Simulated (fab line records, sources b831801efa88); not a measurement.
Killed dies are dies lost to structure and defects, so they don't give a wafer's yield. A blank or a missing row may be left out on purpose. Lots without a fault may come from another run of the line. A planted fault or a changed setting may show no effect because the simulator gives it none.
Which tool did it? | flow gf180mcu | 14 lots, 42 wafers sampled, at 4 steps of a route of 602

WHAT THE GAUGES READ, wafer by wafer
GF_M3_THK_MEAS_06: measures by xrf. Usual: M3_ALCU_THK 454 nm, standard deviation 7.3.
lot  | measured     | on            | M3_ALCU_THK (nm) | flag
L822 | day 20 12:33 | film_metro-03 | 457 457 464      |
L823 | day 21 05:56 | film_metro-02 | 455 467 469      |
L824 | day 21 11:46 | film_metro-02 | 448 446 461      |
L826 | day 22 04:25 | film_metro-02 | 444 458 453      |
L828 | day 22 22:42 | film_metro-03 | 459 468 457      |
L829 | day 23 19:26 | film_metro-03 | 458 465 456      |
L834 | day 25 04:20 | film_metro-03 | 459 467 462      |
L837 | day 26 01:35 | film_metro-04 | 449 456 455      |
L839 | day 26 15:48 | film_metro-03 | 467 460 458      |
L840 | day 27 02:49 | film_metro-03 | 448 460 455      |
L841 | day 27 06:44 | film_metro-04 | 455 452 443      |
L843 | day 27 23:55 | film_metro-02 | 450 446 446      |
L844 | day 28 02:21 | film_metro-02 | 446 441 440      |
L845 | day 28 07:27 | film_metro-03 | 457 448 447      |

GF_V3_THK_MEAS_01. Usual: V3_CVD_00_THK 595 nm, standard deviation 6.5.
lot  | measured     | on            | V3_CVD_00_THK (nm) | flag
L822 | day 21 13:50 | film_metro-01 | 588 592 602        |
L823 | day 22 06:55 | film_metro-04 | 583 600 597        |
L824 | day 22 12:26 | film_metro-02 | 590 602 604        |
L826 | day 23 05:20 | film_metro-02 | 595 599 603        |
L828 | day 23 21:55 | film_metro-01 | 604 598 597        |
L829 | day 24 18:33 | film_metro-02 | 591 596 593        |
L834 | day 26 02:31 | film_metro-02 | 592 584 599        |
L837 | day 26 23:25 | film_metro-04 | 594 594 610        |
L839 | day 27 13:01 | film_metro-01 | 592 594 599        |
L840 | day 27 23:43 | film_metro-01 | 601 588 584        |
L841 | day 28 03:46 | film_metro-02 | 599 597 602        |
L843 | day 28 20:11 | film_metro-01 | 586 587 594        |
L844 | day 28 22:44 | film_metro-04 | 595 593 595        |
L845 | day 29 03:35 | film_metro-02 | 609 607 605        |

WHICH TOOL RAN EACH LOT (tool, then ch and the chambers of the sampled wafers, then the start)
lot  | GF_STI_ETCH_13                    | GF_HV_LDD_DEVELOP_45
L822 | rie_diel-01 ch 0,2, day 2 00:20   | litho_track-03 ch 0, day 12 09:44
L823 | rie_diel-01 ch 0,1,3, day 2 07:05 | litho_track-01 ch 0, day 13 00:32
L824 | rie_diel-01 ch 0,3, day 2 11:00   | litho_track-01 ch 0, day 13 02:55
L826 | rie_diel-04 ch 0,2,3, day 2 21:57 | litho_track-03 ch 0, day 13 19:16
L828 | rie_diel-01 ch 0,1,2, day 3 08:08 | litho_track-02 ch 0, day 14 10:05
L829 | rie_diel-04 ch 0,1,2, day 3 15:03 | litho_track-03 ch 0, day 15 07:13
L834 | rie_diel-04 ch 1,3, day 4 17:06   | litho_track-02 ch 0, day 16 17:40
L837 | rie_diel-03 ch 1,2, day 5 08:57   | litho_track-02 ch 0, day 17 16:25
L839 | rie_diel-04 ch 0,2,3, day 5 17:39 | litho_track-03 ch 0, day 18 07:26
L840 | rie_diel-01 ch 0,2, day 6 00:27   | litho_track-03 ch 0, day 18 20:43
L841 | rie_diel-01 ch 0,2,3, day 6 03:29 | litho_track-01 ch 0, day 19 00:39
L843 | rie_diel-01 ch 0,3, day 6 13:53   | litho_track-03 ch 0, day 19 21:05
L844 | rie_diel-03 ch 0,1,2, day 6 19:57 | litho_track-03 ch 0, day 20 00:32
L845 | rie_diel-04 ch 2,3, day 7 00:42   | litho_track-02 ch 0, day 20 06:54
- GF_STI_ETCH_13: etches the open film in CHF3/O2, stops on Si, target depth 282.31 nm, time 112.9 s.
- GF_HV_LDD_DEVELOP_45: develop time 60 s.

WHAT THE TOOLS THEMSELVES READ (means of the sampled wafers that have a number; where no wafer has one, the mark that the record gives instead)
GF_STI_ETCH_13. Usual: O2_flow_sccm 5.003 sccm, standard deviation 0.014; drypump_motor_current_A 5.9 A, standard deviation 0.51; oes_product_au 0.833 a.u., standard deviation 0.006; throttle_valve_pct 8.810 %, standard deviation 0.0079.
lot  | tool        | O2_flow_sccm (sccm) | drypump_motor_current_A (A) | oes_product_au (a.u.) | throttle_valve_pct (%) | flag
L822 | rie_diel-01 | 5.008               | 6.1                         | 0.822                 | 8.800                  |
L823 | rie_diel-01 | 4.995               | 5.7                         | 0.825                 | 8.809                  |
L824 | rie_diel-01 | 4.993               | 5.5                         | 0.838                 | 8.816                  |
L826 | rie_diel-04 | 5.002               | 5.9                         | 0.836                 | 8.808                  |
L828 | rie_diel-01 | 4.990               | 6.0                         | 0.832                 | 8.811                  |
L829 | rie_diel-04 | 4.992               | 5.5                         | 0.835                 | 8.813                  |
L834 | rie_diel-04 | 5.020               | 6.2                         | 0.841                 | 8.814                  |
L837 | rie_diel-03 | 5.013               | 6.3                         | 0.834                 | 8.813                  |
L839 | rie_diel-04 | 4.993               | 5.9                         | 0.836                 | 8.815                  |
L840 | rie_diel-01 | 5.010               | 6.2                         | 0.837                 | 8.812                  |
L841 | rie_diel-01 | 5.002               | 5.8                         | 0.833                 | 8.807                  |
L843 | rie_diel-01 | 4.992               | 5.5                         | 0.830                 | 8.806                  |
L844 | rie_diel-03 | 5.008               | 6.2                         | 0.832                 | 8.804                  |
L845 | rie_diel-04 | 4.997               | 5.5                         | 0.831                 | 8.802                  |

GF_HV_LDD_DEVELOP_45. Usual: developer_temp_C 22.99 C, standard deviation 0.1.
lot  | tool           | developer_temp_C (C) | flag
L822 | litho_track-03 | 23.11                |
L823 | litho_track-01 | 23.03                |
L824 | litho_track-01 | 22.95                |
L826 | litho_track-03 | 23.00                |
L828 | litho_track-02 | 22.92                |
L829 | litho_track-03 | 22.90                |
L834 | litho_track-02 | 23.64                | OFF
L837 | litho_track-02 | 23.73                | OFF
L839 | litho_track-03 | 22.94                |
L840 | litho_track-03 | 23.02                |
L841 | litho_track-01 | 23.02                |
L843 | litho_track-03 | 22.91                |
L844 | litho_track-03 | 23.14                |
L845 | litho_track-02 | 22.89                |

THE ANSWER, worked out from the rows above alone
Rule: a lot is off if the mean of its wafers that have a number lies more than 3 standard deviations from the usual mean. A lot without any number at a reading at which 4 lots or more have one is off too. The other lots that the step has rows for count as sound. The gauges are gone through in route order, then the tools' own readings, and for those a lot's mean is taken as printed above. The first step at which some lot is off is used, and at that step the reading that is off furthest; a lot without a number counts as furthest.
Off: L834, L837, at GF_HV_LDD_DEVELOP_45 (developer_temp_C).
A tool fits if, at that step or a process step before it, it ran every lot that is off, and no sound lot after the first of them. None of those tried fits.

WHAT THE SIMULATOR HAD PUT IN
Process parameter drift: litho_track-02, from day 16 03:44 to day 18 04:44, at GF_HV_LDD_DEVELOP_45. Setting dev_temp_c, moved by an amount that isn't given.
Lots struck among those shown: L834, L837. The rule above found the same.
